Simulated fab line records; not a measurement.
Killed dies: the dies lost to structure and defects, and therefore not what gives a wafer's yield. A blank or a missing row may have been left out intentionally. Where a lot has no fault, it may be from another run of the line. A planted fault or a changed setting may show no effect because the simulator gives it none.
One fault through the eyes of 2 desks	flow sfqLine	only its own numbers are on each desk; what lay behind them is given at the end

== DESK OF THE TOOL OWNER: cmp-02 ==
The tool's own readings at SFQ_TRILAYER_I4_CMP_CMP_100 (polishes SiO2): means of the sampled wafers that have a number, for each lot that ran on this tool. The brackets show how far a lot's mean lies from the usual mean; more than 4 standard deviations puts the lot out of limits, marked OUT.
Columns: A = motorCurrentA at SFQ_TRILAYER_I4_CMP_CMP_100, usual 10.2 A; B = platenRpm at SFQ_TRILAYER_I4_CMP_CMP_100, usual 60.00 rpm; C = timeToEndpointS at SFQ_TRILAYER_I4_CMP_CMP_100, usual 218 s
lot	first seen here	A	B	C
L378	day 56 04:32	10.7	59.98	222
L379	day 57 01:33	10.3	59.95	219
L381	day 59 09:41	10.7	59.99	219
L382	day 59 13:41	10.9	60.01	221
L383	day 59 18:41	9.0	60.01	193
L387	day 60 15:26	11.0	60.01	116 (-11) OUT
L389	day 61 04:26	9.5	59.98	174 (-4.9) OUT
Finding of this desk: L387, L389 out of limits; the first was L387 at day 60 15:26, on timeToEndpointS at SFQ_TRILAYER_I4_CMP_CMP_100. In limits: L378, L379, L381, L382, L383.

== METROLOGY DESK ==
Means of the sampled wafers that have a number, per lot and without regard to the tool the lot ran on: this is what the gauges read. The brackets show how far a lot's mean lies from the usual mean; more than 4 standard deviations puts the lot out of limits, marked OUT.
Columns: A = JJ_NB_RS at SFQ_JJ_RS_MEAS_929, usual 1.049 ohm/sq
lot	first seen here	A
L375	day 60 04:16	1.055
L376	day 60 17:28	1.048
L377	day 60 22:32	1.065
L378	day 61 04:23	1.040
L379	day 62 02:02	1.044
L381	day 64 02:16	1.049
L382	day 64 05:51	1.043
L383	day 64 11:51	1.048
L384	day 64 17:50	1.055
L385	day 64 19:03	1.053
L386	day 65 01:02	1.052
L387	day 65 07:02	1.039
L389	day 65 20:22	1.058
L393	day 66 18:05	1.045
L397	day 67 09:42	1.027
This desk's verdict: no lot among the 15 shows anything out of limits.

== ALL TOGETHER ==
The tool owner's desk could have raised an alarm at day 60 15:26, on L387, L389.
At the metrology desk, nothing out of limits was observed.
The metrology desk holds a record of L387, L389, inside its limits.
All the named lots went through SFQ_TRILAYER_I4_CMP_CMP_100 on cmp-02.

== WHAT THE SIMULATOR HAD INSERTED ==
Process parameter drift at SFQ_TRILAYER_I4_CMP_CMP_100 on cmp-02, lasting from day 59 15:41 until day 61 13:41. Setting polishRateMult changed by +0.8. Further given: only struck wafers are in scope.
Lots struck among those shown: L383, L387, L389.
Time in hours from fault onset to the first out-of-limits reading at each desk: the tool owner's desk, 24.
